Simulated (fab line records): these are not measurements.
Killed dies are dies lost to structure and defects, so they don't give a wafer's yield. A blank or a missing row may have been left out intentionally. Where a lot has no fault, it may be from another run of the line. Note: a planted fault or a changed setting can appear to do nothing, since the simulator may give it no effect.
2 desks looking at one fault	flow sky130	each desk has only its own numbers; what lay behind them comes last

== THE TOOL OWNER'S DESK: plasma asher-02 ==
The tool's own readings at SKY_VT_ADJUST_LVTN_STRIP_20 (strips in O2/N2): means of the sampled wafers that have a number, for each lot that ran on this tool. The brackets show how far a lot's mean lies from the usual mean; more than 4 standard deviations puts the lot out of limits, marked OUT.
Columns: A = drypump motor current A at SKY_VT_ADJUST_LVTN_STRIP_20, usual 5.7 A; B = oes product au at SKY_VT_ADJUST_LVTN_STRIP_20, usual 0.716 a.u.; C = strip time to endpoint s at SKY_VT_ADJUST_LVTN_STRIP_20, usual 14.20 s
lot	first seen here	A	B	C
L292	day 7 14:11	5.1	0.718	14.18
L295	day 8 14:32	5.1	0.715	14.25
L308	day 12 06:28	5.5	0.712	14.21
L312	day 13 08:45	5.1	0.916 (+43) OUT	-
Finding of this desk: L312 out of limits; the first was L312 at day 13 08:45, on oes product au at SKY_VT_ADJUST_LVTN_STRIP_20. Within limits: L292, L295, L308.

== FROM THE METROLOGY DESK ==
What the gauges read, lot by lot, whatever tool the lot ran on: means of the sampled wafers that have a number. The brackets show how far a lot's mean lies from the usual mean; more than 4 standard deviations puts the lot out of limits, marked OUT.
Columns: A = NWELL_OXIDATION_THK at SKY_NWELL_THK_MEAS_02, usual 10.02 nm; B = NWELL_01_OVL at SKY_NWELL_OVL_MEAS_23, usual -0.1 nm; C = VT_ADJUST_NCORE_TW at SKY_VT_ADJUST_NCORE_TW_MEAS_11, usual 220.3
lot	first seen here	A	B	C
L292	day 2 11:50	9.77	0.6	218.8
L295	day 3 06:26	10.18	0.9	219.2
L296	day 3 10:18	9.80	-1.0	219.5
L297	day 3 15:44	10.09	-0.1	222.5
L298	day 3 17:07	10.04	-0.6	219.6
L300	day 4 11:59	9.89	-1.3	220.1
L301	day 4 20:10	9.96	0.6	222.0
L304	day 5 05:23	10.29	-0.4	220.1
L305	day 5 09:38	10.11	-1.2	221.1
L306	day 5 14:04	9.93	-0.6	218.5
L308	day 6 00:32	10.00	0.4	220.7
L311	day 6 15:58	9.94	-0.1	220.1
L312	day 6 20:03	10.28	0.6	30.4 (-99 or more) OUT
This desk finds L312 out of limits, with the earliest case on L312 at day 14 10:08 (VT_ADJUST_NCORE_TW at SKY_VT_ADJUST_NCORE_TW_MEAS_11). Within limits: L292, L295, L296, L297, L298, L300, L301, L304, L305, L306, L308, L311.

== PUT TOGETHER ==
On L312, at day 13 08:45, an alarm was possible from the tool owner's desk.
L312 would have let the metrology desk raise an alarm at day 14 10:08.
SKY_VT_ADJUST_LVTN_STRIP_20 was run on plasma asher-02 by each of the lots named.

== WHAT WAS PUT IN BY THE SIMULATOR ==
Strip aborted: plasma asher-02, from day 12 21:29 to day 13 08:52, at SKY_VT_ADJUST_LVTN_STRIP_20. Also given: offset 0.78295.
Shown lots that were struck: L312.
Fault start to first reading out of limits, in hours, per desk: tool owner, 11; metrology, 37.
